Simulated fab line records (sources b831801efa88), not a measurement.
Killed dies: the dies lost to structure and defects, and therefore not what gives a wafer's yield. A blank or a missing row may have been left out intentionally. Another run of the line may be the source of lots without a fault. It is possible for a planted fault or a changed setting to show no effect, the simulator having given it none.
Problem report, 8D (eight disciplines) form, completed by code    flow sfqLine    the parts of the form that need people (team, actions taken, sign-off) are left out

1. THE ISSUE
Wafers without a fault read 0.685 a.u., standard deviation 0.0047; oesProductAu at SFQ_TRILAYER_M4_BARC_OPEN_METAL_ETCH_123 reads a mean of 0.756 a.u. on 2 wafers belonging to 2 lots. Relative to the usual mean, that is a shift of +15 standard deviations.
The step: etches BARC in O2, target depth 125 nm, time 41.7 s.
First observed at day 55 12:22: wafer L659.3, on rieMetal-01. At this step, 18 wafers from 6 lots have a number in the record. Rule for "out" (also "out of limits"): further than 4 standard deviations from the usual mean. The other wafers with a number count as sound.

2. WHAT IT IS; WHAT IT IS NOT
question                     is                 is not
which readings at this step  oesProductAu       drypumpMotorCurrentA
which lots                   L659, L660         L657, L663, L664, L666
which wafers of those lots   L659.3, L660.2     L659.1, L659.6, L660.1, L660.5
read on which tools          rieMetal-01        rieMetal-02, rieMetal-04
when                         from day 55 12:22  up to then (5 sound wafers); but 11 sound wafers of L660, L663, L664, L666 came after

3. THE SUSPECTS, EACH WITH WHAT RULES IT OUT
Counting: if a tool at a process step up to the reading ran every lot that is out, it stays a suspect. Sound lots after the first of them don't rule it out here, since some wafers of a struck lot are sound.
- pvdSputter-05 at SFQ_TRILAYER_M4_DEP_SPUTTER_091 (material Nb, target thk 200 nm, time 128.8 s): kept. It processed each lot that is out (first: L659, day 50 22:13); up to then, its last sound lot is L657 (day 50 17:59).
- rieMetal-01 at SFQ_TRILAYER_M4_BARC_OPEN_METAL_ETCH_123 (etches BARC in O2, target depth 125 nm, time 41.7 s): kept. It processed each lot that is out (first: L659, day 55 12:22); up to then, its last sound lot is L657 (day 55 07:34). Its own oesProductAu readings are out on those wafers.
- Within rieMetal-01 at SFQ_TRILAYER_M4_BARC_OPEN_METAL_ETCH_123, the wafers that are out were processed in chamber 1 and their sound lot-mates in chamber 0.
Left after counting: pvdSputter-05 at SFQ_TRILAYER_M4_DEP_SPUTTER_091, rieMetal-01 at SFQ_TRILAYER_M4_BARC_OPEN_METAL_ETCH_123.

4. THE CAUSE (what the simulator had put in)
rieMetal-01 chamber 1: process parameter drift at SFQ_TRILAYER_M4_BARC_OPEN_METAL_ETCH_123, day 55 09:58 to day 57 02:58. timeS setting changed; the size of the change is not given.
After counting, 2 suspects remain, this tool included.

5. THE CHAIN OF EFFECTS, in route order
One row per reading whose mean, taken over the struck wafers that have a number, lies over 3 standard deviations from the usual. Readings are gone through only where the record gives a usual standard deviation; hours: the median, over the lots, of the time from a lot's start at the first step in this table giving one to that lot's start at this step; sigmas: the change measured in usual standard deviations.
hours  step                                      reading       usual       on struck wafers  change  sigmas
0      SFQ_TRILAYER_M4_BARC_OPEN_METAL_ETCH_123  oesProductAu  0.685 a.u.  0.756             +0.071  +15
0      SFQ_TRILAYER_M4_BARC_OPEN_METAL_ETCH_123  runLengthS    70.3 s      65.8              -4.5    -4.1
The process steps in it:
- SFQ_TRILAYER_M4_BARC_OPEN_METAL_ETCH_123: etches BARC in O2, target depth 125 nm, time 41.7 s.

6. WHAT WOULD HAVE CAUGHT IT SOONER
2 hours passed between the start of the fault at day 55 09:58 and the first reading out of limits in this record, taken at day 55 12:22.
